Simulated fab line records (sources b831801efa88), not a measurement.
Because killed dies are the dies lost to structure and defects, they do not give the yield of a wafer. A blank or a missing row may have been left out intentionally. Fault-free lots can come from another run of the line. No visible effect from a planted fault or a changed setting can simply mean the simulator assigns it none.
One fault through the eyes of 2 desks -- flow sky130 -- numbers are kept per desk, each desk with only its own; the story behind them comes last

## AT THE METROLOGY DESK
What the gauges read, lot by lot, whatever tool the lot ran on: means of the sampled wafers that have a number. Any lot whose mean is over 4 standard deviations away from the usual mean is out of limits and marked OUT; that distance is given in the brackets.
Columns: A = VT_ADJUST_LVTN_TW at SKY_VT_ADJUST_LVTN_TW_MEAS_10, usual 238.7; B = LDD_LDN_TW at SKY_LDD_LDN_TW_MEAS_13, usual 1470
lot,first seen here,A,B
L885,day 7 03:58,238.9,1464
L887,day 7 14:05,238.4,1462
L891,day 8 14:10,241.1,1453
L895,day 9 23:57,239.9,1471
L898,day 10 15:28,239.2,1478
L899,day 10 23:07,240.3,1486
L901,day 11 05:58,238.7,1486
L904,day 11 23:49,272.8 (+24) OUT,1467
L905,day 12 08:16,239.1,1481
L906,day 12 15:11,275.8 (+27) OUT,1469
L907,day 12 23:46,236.8,1459
L908,day 13 08:22,238.9,1464
Finding of this desk: L904, L906 out of limits, first seen on L904 at day 11 23:49 (VT_ADJUST_LVTN_TW at SKY_VT_ADJUST_LVTN_TW_MEAS_10). Within limits: L885, L887, L891, L895, L898, L899, L901, L905, L907, L908.

## FOR THE TOOL OWNER'S DESK: implanter-02
The tool's own readings at SKY_VT_ADJUST_LVTN_IMPLANT_08, given as means over the sampled wafers that have a number, one for each lot that went through this tool. Any lot whose mean is over 4 standard deviations away from the usual mean is out of limits and marked OUT; that distance is given in the brackets.
Columns: A = dose-ions-cm2 at SKY_VT_ADJUST_LVTN_IMPLANT_08, usual 1.57e+12; B = faraday-current-uA at SKY_VT_ADJUST_LVTN_IMPLANT_08, usual 8.86
lot,first seen here,A,B
L885,day 7 03:43,1.57e+12,8.91
L899,day 10 22:52,1.57e+12,8.91
L904,day 11 23:34,2.50e+12 (+99 or more) OUT,13.73 (+27) OUT
L906,day 12 14:58,2.50e+12 (+99 or more) OUT,14.37 (+31) OUT
This desk's finding: out of limits on L904, L906; first on L904, day 11 23:34 (dose-ions-cm2 at SKY_VT_ADJUST_LVTN_IMPLANT_08). Within limits: L885, L899.

## BROUGHT TOGETHER
On L904, L906, at day 11 23:34, an alarm was possible from the tool owner's desk.
Metrology desk: alarm possible at day 11 23:49 on L904, L906.
The lots listed all ran SKY_VT_ADJUST_LVTN_IMPLANT_08 on implanter-02.

## WHAT HAD BEEN PUT IN BY THE SIMULATOR
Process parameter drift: implanter-02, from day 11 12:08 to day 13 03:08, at SKY_VT_ADJUST_LVTN_IMPLANT_08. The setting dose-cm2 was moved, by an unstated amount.
Struck lots among those shown: L904, L906.
Fault start to first reading out of limits, in hours, per desk: tool owner, 11; metrology, 12.
